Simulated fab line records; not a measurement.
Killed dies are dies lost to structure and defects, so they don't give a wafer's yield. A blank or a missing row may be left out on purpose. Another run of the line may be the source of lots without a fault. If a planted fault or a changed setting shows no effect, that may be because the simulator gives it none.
Struck lot and sound lot, side by side | flow sfqLine | 42 out of 325 route steps
Sound: these wafers, L450.1, L450.2, L450.5. Struck: wafer L461.3. (L461.1, L461.4 of the same lot were not struck and are left out.) The cause comes at the end.
For every step that has rows: the tool of each side, followed by ch and its chambers, followed by its first start. Under that, the readings that differ: sound wafers | struck wafers | difference of the means | sigmas: that difference in standard deviations of wafers without a fault.
alike: a reading whose means differ by less than 2 such deviations, as well as words and numbers matching on both sides. not compared: withheld readings; readings where some wafer has no value; bounds like >300 that might hide an equal value; numbers whose values overlap and for which the record gives no deviation.
A row with sigmas, a row that says differs or no value, or rows on one side alone: a step with any of these is where the two part. Non-overlapping numbers with no deviation appear without sigmas and do not part them. Lack of a reading on every wafer of one side parts them only where that side has two or more wafers.

first, 6 steps without rows for these wafers: SFQ_TRILAYER_I0_VIA_LITHO_COAT_036 (resist thk 62 nm); SFQ_TRILAYER_I0_VIA_LITHO_COAT_031 (resist thk 650 nm); SFQ_TRILAYER_I0_VIA_LITHO_SOFTBAKE_035; SFQ_TRILAYER_I0_VIA_LITHO_EXPOSE_032 (exposes mask I0, target cd 500 nm); SFQ_TRILAYER_I0_VIA_LITHO_PEB_034 (peb time 60 s); SFQ_TRILAYER_I0_VIA_LITHO_DEVELOP_033 (time 60 s).
SFQ_I0_OVL_MEAS_908:
  sound on overlay-01 at day 17 04:54; struck on overlay-02 at day 22 03:35
  alike: I0_OVL
SFQ_TRILAYER_I0_VIA_BARC_OPEN_VIA_ETCH_046: etches BARC in O2, target depth 125 nm, time 41.7 s.
  sound on rieDiel-02 ch 2,3, day 17 04:56; struck on rieDiel-02 ch 3, day 22 03:37
  alike: drypumpMotorCurrentA, oesProductAu
  not compared: rfHoursCounterH
SFQ_TRILAYER_I0_VIA_ETCH_VIA_ETCH_034: etches SiO2 in CHF3, stops on Nb, target depth 260 nm.
  sound on rieDiel-02 ch 2,3, day 17 04:59; struck on rieDiel-02 ch 3, day 22 03:40
  alike: drypumpMotorCurrentA, oesProductAu
then, 3 steps without rows for these wafers: SFQ_TRILAYER_I0_VIA_STRIP_STRIP_035 (strips in O2); SFQ_TRILAYER_I0_VIA_STRIP_SOLV_CLEAN_036 (cleans in NMP, time 600 s); SFQ_TRILAYER_M1_DEP_PRE_CLEAN_038 (time 22.5 s).
SFQ_TRILAYER_M1_DEP_SPUTTER_037: material Nb, target thk 200 nm, time 133.3 s.
  sound on pvdSputter-03 at day 17 06:30; struck on pvdSputter-05 at day 22 04:35
reading                                            | sound             | struck | difference | sigmas
model.Nb_of_TRILAYER_M1_DEP_SPUTTER_037.thkNm (nm) | 202.4 201.6 203.1 | 119.3  | -83.1      | 
  alike: throttleValvePct
SFQ_M1_RS_MEAS_909: measurement is done with a four-point probe.
  sound on filmMetro-03 at day 17 06:36; struck on filmMetro-03 at day 22 04:40
reading           | sound             | struck | difference | sigmas
M1_NB_RS (ohm/sq) | 0.878 0.882 0.876 | 1.500  | +0.621     | +71
then, 6 steps without rows for these wafers: SFQ_TRILAYER_M1_LITHO_COAT_044 (resist thk 62 nm); SFQ_TRILAYER_M1_LITHO_COAT_039 (resist thk 600 nm); SFQ_TRILAYER_M1_LITHO_SOFTBAKE_043; SFQ_TRILAYER_M1_LITHO_EXPOSE_040 (exposes mask M1, target cd 500 nm); SFQ_TRILAYER_M1_LITHO_PEB_042 (peb time 60 s); SFQ_TRILAYER_M1_LITHO_DEVELOP_041 (time 60 s).
-- the record jumps here: 8 days lie between the struck wafers' starts before and after --
SFQ_M1_OVL_MEAS_911:
  sound on overlay-02 at day 23 17:31; struck on overlay-02 at day 29 17:28
  alike: M1_OVL
SFQ_TRILAYER_M1_BARC_OPEN_METAL_ETCH_054: etches BARC in O2, target depth 125 nm, time 41.7 s.
  sound on rieMetal-03 ch 0,1, day 23 17:33; struck on rieMetal-03 ch 0, day 29 17:31
  alike: drypumpMotorCurrentA, heBacksideLeakSccm, oesProductAu
  not compared: rfHoursCounterH
SFQ_TRILAYER_M1_ETCH_METAL_ETCH_042: etches Nb in Cl2/Ar, stops on SiO2, target depth 240 nm, time 120 s.
  sound on rieMetal-03 ch 0,1, day 23 18:02; struck on rieMetal-03 ch 0, day 29 17:34
reading             | sound             | struck | difference | sigmas
oesProductAu (a.u.) | 0.900 0.900 0.897 | 0.686  | -0.213     | -35
  alike: drypumpMotorCurrentA, heBacksideLeakSccm
  not compared: rfHoursCounterH
SFQ_TRILAYER_M1_STRIP_STRIP_043: strips in O2.
  sound on rieMetal-03 ch 0,1, day 23 18:09; struck on rieMetal-03 ch 0, day 29 17:42
  alike: drypumpMotorCurrentA, heBacksideLeakSccm, oesProductAu
  not compared: rfHoursCounterH
then, 3 steps without rows for these wafers: SFQ_TRILAYER_M1_STRIP_SOLV_CLEAN_044 (cleans in NMP, time 600 s); SFQ_TRILAYER_I1_DEP_PECVD_045 (deposits SiO2 from SiH4/N2O, time 111.11 s, target thk 500 nm); SFQ_TRILAYER_I1_CMP_CMP_046 (polishes SiO2).
SFQ_I1_BOW_MEAS_912:
  sound on filmMetro-04 at day 23 23:04; struck on filmMetro-02 at day 29 23:53
  alike: I1_BOW
SFQ_TRILAYER_I1_METRO_MEASURE_047:
  sound on filmMetro-04 at day 23 23:11; struck on filmMetro-02 at day 30 00:00
  alike: thkNm
then, 6 steps without rows for these wafers: SFQ_TRILAYER_I1_VIA_LITHO_COAT_054 (resist thk 62 nm); SFQ_TRILAYER_I1_VIA_LITHO_COAT_049 (resist thk 650 nm); SFQ_TRILAYER_I1_VIA_LITHO_SOFTBAKE_053; SFQ_TRILAYER_I1_VIA_LITHO_EXPOSE_050 (exposes mask I1, target cd 500 nm); SFQ_TRILAYER_I1_VIA_LITHO_PEB_052 (peb time 60 s); SFQ_TRILAYER_I1_VIA_LITHO_DEVELOP_051 (time 60 s).
-- the record jumps here: 6 days lie between the struck wafers' starts before and after --
SFQ_I1_OVL_MEAS_913:
  sound on overlay-01 at day 24 03:16; struck on overlay-01 at day 36 10:52
  alike: I1_OVL
then, 5 steps without rows for these wafers: SFQ_TRILAYER_I1_VIA_BARC_OPEN_VIA_ETCH_071 (etches BARC in O2, target depth 125 nm, time 41.7 s); SFQ_TRILAYER_I1_VIA_ETCH_VIA_ETCH_052 (etches SiO2 in CHF3, stops on Nb, target depth 260 nm); SFQ_TRILAYER_I1_VIA_STRIP_STRIP_053 (strips in O2); SFQ_TRILAYER_I1_VIA_STRIP_SOLV_CLEAN_054 (cleans in NMP, time 600 s); SFQ_TRILAYER_M2_DEP_PRE_CLEAN_056 (time 22.5 s).
-- the record jumps here: 52 days lie between the struck wafers' starts before and after --
SFQ_M8_BOW_MEAS_951:
  sound on filmMetro-02 at day 84 16:37; struck on filmMetro-03 at day 88 15:52
reading                | sound                | struck | difference | sigmas
model.etest.m1.ohmUm   | 1.754 1.769 1.756    | 2.998  | +1.238     | 
model.etest.i0.linkOhm | 1.93 1.945 1.927     | 2.694  | +0.760     | 
model.etest.i1.linkOhm | 1.96 1.959 1.95      | 2.569  | +0.613     | 
model.etest.m1.ohmSq   | 0.8789 0.8824 0.8759 | 1.492  | +0.613     | 
  alike: M8_BOW

## WHERE THEY PART
Earliest at SFQ_M1_RS_MEAS_909; latest, in this record, at SFQ_TRILAYER_M1_ETCH_METAL_ETCH_042. Later steps at which nothing parts them and some readings are alike: SFQ_TRILAYER_M1_STRIP_STRIP_043, SFQ_I1_BOW_MEAS_912, SFQ_TRILAYER_I1_METRO_MEASURE_047, SFQ_I1_OVL_MEAS_913, SFQ_M8_BOW_MEAS_951.

WHY: the cause the simulator had injected
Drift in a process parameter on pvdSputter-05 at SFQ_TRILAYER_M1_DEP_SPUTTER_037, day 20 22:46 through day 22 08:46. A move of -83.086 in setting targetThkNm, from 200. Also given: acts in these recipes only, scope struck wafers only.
